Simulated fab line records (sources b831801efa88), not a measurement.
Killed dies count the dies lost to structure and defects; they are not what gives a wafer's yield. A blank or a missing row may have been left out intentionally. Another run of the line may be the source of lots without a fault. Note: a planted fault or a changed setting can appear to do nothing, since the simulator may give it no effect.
Which of the tools did it? -- flow sky130 -- Sampling: 11 lots, 33 wafers, 4 of 708 route steps

## WHAT THE GAUGES READ, wafer by wafer
SKY_LDD_N_TW_MEAS_17.
lot,measured,on,LDD_N_TW
L923,day 18 11:28,film-metro-04,2601 2604 2610
L924,day 18 15:47,film-metro-02,2571 2582 2582
L925,day 19 09:14,film-metro-03,2554 2549 2571
L930,day 21 05:16,film-metro-02,2894 2898 2906 2885 2896 2893
L931,day 21 06:38,film-metro-04,2627 2617 2624
L933,day 22 06:19,film-metro-03,2844 2833 2858 2858 2838 2848
L937,day 23 17:26,film-metro-03,2557 2553 2559
L939,day 24 23:34,film-metro-04,2603 2619 2616
L940,day 24 23:20,film-metro-02,2566 2572 2568
L941,day 25 10:00,film-metro-02,2580 2599 2592
L944,day 26 04:23,film-metro-03,2587 2578 2591

## EACH LOT AND THE TOOL THAT RAN IT (in order: tool; ch and the chambers of the sampled wafers; start)
lot,SKY_POLY_GATE_STRIP_18,SKY_LDD_N_IMPLANT_10,SKY_LDD_N_STRIP_16
L923,"plasma-asher-01 ch 0,1, day 17 01:22","implanter-04 ch 0, day 18 10:29","plasma-asher-02 ch 0,1, day 18 11:22"
L924,"plasma-asher-03 ch 0,1, day 17 06:30","implanter-01 ch 0, day 18 14:47","plasma-asher-01 ch 0,1, day 18 15:41"
L925,"plasma-asher-01 ch 0,1, day 17 23:32","implanter-01 ch 0, day 19 08:14","plasma-asher-03 ch 0,1, day 19 09:08"
L930,"plasma-asher-01 ch 0,1, day 19 19:50","implanter-01 ch 0, day 21 04:16","plasma-asher-02 ch 0,1, day 21 05:10"
L931,"plasma-asher-01 ch 0,1, day 19 20:38","implanter-03 ch 0, day 21 05:38","plasma-asher-03 ch 0,1, day 21 06:32"
L933,"plasma-asher-04 ch 0, day 20 21:16","implanter-01 ch 0, day 22 05:19","plasma-asher-02 ch 1, day 22 06:13"
L937,"plasma-asher-03 ch 0,1, day 22 07:27","implanter-04 ch 0, day 23 16:26","plasma-asher-01 ch 1, day 23 17:20"
L939,"plasma-asher-03 ch 0, day 23 14:19","implanter-01 ch 0, day 24 21:28","plasma-asher-02 ch 0,1, day 24 23:28"
L940,"plasma-asher-03 ch 0,1, day 23 14:40","implanter-03 ch 0, day 24 22:20","plasma-asher-01 ch 0,1, day 24 23:14"
L941,"plasma-asher-04 ch 0,1, day 24 01:04","implanter-01 ch 0, day 25 09:01","plasma-asher-02 ch 0,1, day 25 09:53"
L944,"plasma-asher-03 ch 0, day 24 19:49","implanter-03 ch 0, day 26 03:23","plasma-asher-01 ch 0,1, day 26 04:17"
- SKY_POLY_GATE_STRIP_18: strips in O2/N2.
- SKY_LDD_N_IMPLANT_10
- SKY_LDD_N_STRIP_16: strips in O2/N2.

## THE ANSWER, worked out from the rows above alone
Rule: usual is defined by the lots themselves. The widest of any qualifying gaps counts: lots, ordered by their means at a reading, are off when they make up no more than a third of the lots, leave a main group of 4 or more, and stand apart from it by 3 or more times the standard deviation of that group's means. If all means in a main group match to the digits the tables above print for the reading, that group is not used. Also off: a lot with no number at a reading for which 4 or more lots have one. All remaining lots with rows at the step are treated as sound.
Off: L930, L933, seen at SKY_LDD_N_TW_MEAS_17 (LDD_N_TW). Mean 2586 and standard deviation 22 in the main group.
If a tool, at a process step before that reading, ran all the lots that are off and no sound lot after the first of them, it fits. The gauges at SKY_LDD_N_TW_MEAS_17 are tried like those tools. Not one of the candidates tried fits.

## WHAT THE SIMULATOR PUT IN
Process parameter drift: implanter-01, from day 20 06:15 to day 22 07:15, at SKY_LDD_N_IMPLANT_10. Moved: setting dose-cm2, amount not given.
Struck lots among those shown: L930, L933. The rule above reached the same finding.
